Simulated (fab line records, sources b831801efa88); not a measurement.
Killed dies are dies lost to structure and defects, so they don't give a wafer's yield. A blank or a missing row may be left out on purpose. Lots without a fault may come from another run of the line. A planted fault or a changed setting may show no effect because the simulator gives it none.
Which tool did it? | flow sky130 | 14 lots, 42 wafers sampled, at 5 steps of a route of 708

WHAT THE GAUGES READ, wafer by wafer
SKY_VT_ADJUST_NCORE_TW_MEAS_11. Usual: VT_ADJUST_NCORE_TW 221.6, standard deviation 2.9.
lot  | measured     | on            | VT_ADJUST_NCORE_TW | flag
L585 | day 8 10:34  | film_metro-04 | 219.8 219.8 218.8  |
L586 | day 8 17:01  | film_metro-04 | 219.7 219.2 217.5  |
L587 | day 9 06:20  | film_metro-02 | 223.4 224.0 225.1  |
L588 | day 9 11:28  | film_metro-04 | 218.6 218.3 218.3  |
L589 | day 9 17:44  | film_metro-04 | 218.6 219.0 219.9  |
L591 | day 10 10:29 | film_metro-04 | 220.2 219.5 220.1  |
L592 | day 10 19:52 | film_metro-02 | 225.7 224.7 226.2  |
L593 | day 11 00:11 | film_metro-02 | 224.8 224.3 224.6  |
L594 | day 11 09:40 | film_metro-03 | 218.5 219.4 218.4  |
L597 | day 12 03:46 | film_metro-02 | 223.0 223.0 221.5  |
L598 | day 12 11:25 | film_metro-04 | 220.9 220.3 221.4  |
L599 | day 12 17:44 | film_metro-03 | 219.0 219.3 219.1  |
L602 | day 13 13:28 | film_metro-02 | 223.9 224.5 223.2  |
L607 | day 15 04:05 | film_metro-03 | 219.2 219.4 219.0  |

SKY_SONOS_TUNNEL_OVL_MEAS_08. Usual: SONOS_TUNNEL_OVL 0.4 nm, standard deviation 1.5.
lot  | measured     | on         | SONOS_TUNNEL_OVL (nm) | flag
L585 | day 11 06:07 | overlay-01 | -0.8 -0.5 -1.5        |
L586 | day 11 12:37 | overlay-02 | 2.3 2.5 2.8           |
L587 | day 12 03:38 | overlay-02 | -0.2 -0.3 1.3         |
L588 | day 12 09:17 | overlay-01 | -0.3 0.5 -0.6         |
L589 | day 12 16:49 | overlay-02 | 1.0 2.0 1.0           |
L591 | day 13 11:53 | overlay-02 | -0.7 -0.7 -0.4        |
L592 | day 13 21:47 | overlay-01 | -1.3 -1.3 -0.7        |
L593 | day 14 02:11 | overlay-02 | 0.9 1.5 1.2           |
L594 | day 14 13:01 | overlay-01 | 0.7 0.5 0.3           |
L597 | day 15 10:01 | overlay-01 | 0.2 0.9 1.9           |
L598 | day 15 18:19 | overlay-01 | 2.5 3.1 3.6           |
L599 | day 16 00:22 | overlay-01 | 0.3 -0.1 -0.9         |
L602 | day 16 22:38 | overlay-01 | 0.7 -1.0 0.5          |
L607 | day 18 18:02 | overlay-02 | 0.0 0.1 1.3           |

SKY_POLY_GATE_OVL_MEAS_14. Usual: POLY_GATE_OVL -5 nm, standard deviation 5.1.
lot  | measured     | on         | POLY_GATE_OVL (nm) | flag
L585 | day 16 06:52 | overlay-02 | -6 -10 -3          |
L586 | day 16 14:40 | overlay-01 | 5 4 5              |
L587 | day 17 06:07 | overlay-02 | -9 -7 -3           |
L588 | day 17 12:31 | overlay-02 | 1 -3 -1            |
L589 | day 17 22:44 | overlay-02 | -1 -2 -1           |
L591 | day 18 23:44 | overlay-01 | -6 -7 -5           |
L592 | day 19 10:55 | overlay-01 | -8 -9 -6           |
L593 | day 19 11:17 | overlay-02 | -9 -16 -9          |
L594 | day 19 22:44 | overlay-01 | 6 7 9              |
L597 | day 20 21:34 | overlay-01 | -6 -8 -11          |
L598 | day 21 04:35 | overlay-02 | -4 -5 0            |
L599 | day 21 13:59 | overlay-02 | -7 -11 -10         |
L602 | day 22 13:52 | overlay-02 | -8 -11 -17         |
L607 | day 24 08:41 | overlay-01 | -9 -3 -6           |

SKY_POLY_GATE_THK_MEAS_21. Usual: POLY_GATE_OXIDATION_THK 3.98 nm, standard deviation 0.089.
lot  | measured     | on            | POLY_GATE_OXIDATION_THK (nm)  | flag
L585 | day 16 08:52 | film_metro-02 | 3.97 4.02 4.00                |
L586 | day 16 16:20 | film_metro-01 | 4.16 4.10 4.13                |
L587 | day 17 10:43 | film_metro-04 | 4.08 3.99 4.03                |
L588 | day 17 16:02 | film_metro-01 | 4.07 4.14 4.16                |
L589 | day 18 01:49 | film_metro-02 | 3.95 3.91 3.91                |
L591 | day 19 01:26 | film_metro-02 | 3.79 3.83 3.80                |
L592 | day 19 12:35 | film_metro-04 | 3.93 3.96 3.96                |
L593 | day 19 13:52 | film_metro-01 | 4.01 3.99 4.01                |
L594 | day 20 01:32 | film_metro-01 | 3.93 3.92 3.95                |
L597 | day 20 23:14 | film_metro-04 | 4.04 3.90 4.09                |
L598 | day 21 07:15 | film_metro-01 | 4.03 4.02 4.04                |
L599 | day 21 15:39 | film_metro-04 | 3.46 3.50 3.43 3.45 3.48 3.47 | OFF
L602 | day 22 16:30 | film_metro-02 | 3.49 3.52 3.47 3.49 3.54 3.47 | OFF
L607 | day 24 10:34 | film_metro-02 | 3.85 3.84 3.84                |

WHICH TOOL RAN EACH LOT (tool, then ch and the chambers of the sampled wafers, then the start)
lot  | SKY_POLY_GATE_OXIDATION_20
L585 | furnace-01 ch 0, day 16 07:37
L586 | furnace-02 ch 0, day 16 15:05
L587 | furnace-01 ch 0, day 17 09:27
L588 | furnace-01 ch 0, day 17 14:47
L589 | furnace-01 ch 0, day 18 00:33
L591 | furnace-01 ch 0, day 19 00:10
L592 | furnace-01 ch 0, day 19 11:20
L593 | furnace-01 ch 0, day 19 12:35
L594 | furnace-01 ch 0, day 20 00:17
L597 | furnace-01 ch 0, day 20 21:59
L598 | furnace-02 ch 0, day 21 06:00
L599 | furnace-02 ch 0, day 21 14:23
L602 | furnace-02 ch 0, day 22 15:15
L607 | furnace-01 ch 0, day 24 09:18
- SKY_POLY_GATE_OXIDATION_20: stabilise 600 s, purge 300 s, target thk 4 nm.

WHAT THE TOOLS THEMSELVES READ (means of the sampled wafers that have a number; where no wafer has one, the mark that the record gives instead)
The record holds no such reading with a usual standard deviation.

THE ANSWER, worked out from the rows above alone
Rule: a lot is off if the mean of its wafers that have a number lies more than 3 standard deviations from the usual mean. A lot without any number at a reading at which 4 lots or more have one is off too. The other lots that the step has rows for count as sound. The gauges are gone through in route order, then the tools' own readings, and for those a lot's mean is taken as printed above. The first step at which some lot is off is used, and at that step the reading that is off furthest; a lot without a number counts as furthest.
Off: L599, L602, at SKY_POLY_GATE_THK_MEAS_21 (POLY_GATE_OXIDATION_THK).
A tool fits if, at a process step before that reading, it ran every lot that is off, and no sound lot after the first of them. The gauges at SKY_POLY_GATE_THK_MEAS_21 are tried like those tools. One fits: furnace-02 at SKY_POLY_GATE_OXIDATION_20. Its last sound lot is L598 (day 21 06:00), its first lot that is off L599 (day 21 14:23): a fault that began between those two fits.

WHAT THE SIMULATOR HAD PUT IN
Process parameter drift: furnace-02, from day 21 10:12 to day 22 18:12, at SKY_POLY_GATE_OXIDATION_20. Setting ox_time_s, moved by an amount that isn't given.
Lots struck among those shown: L599, L602. The rule above found the same.
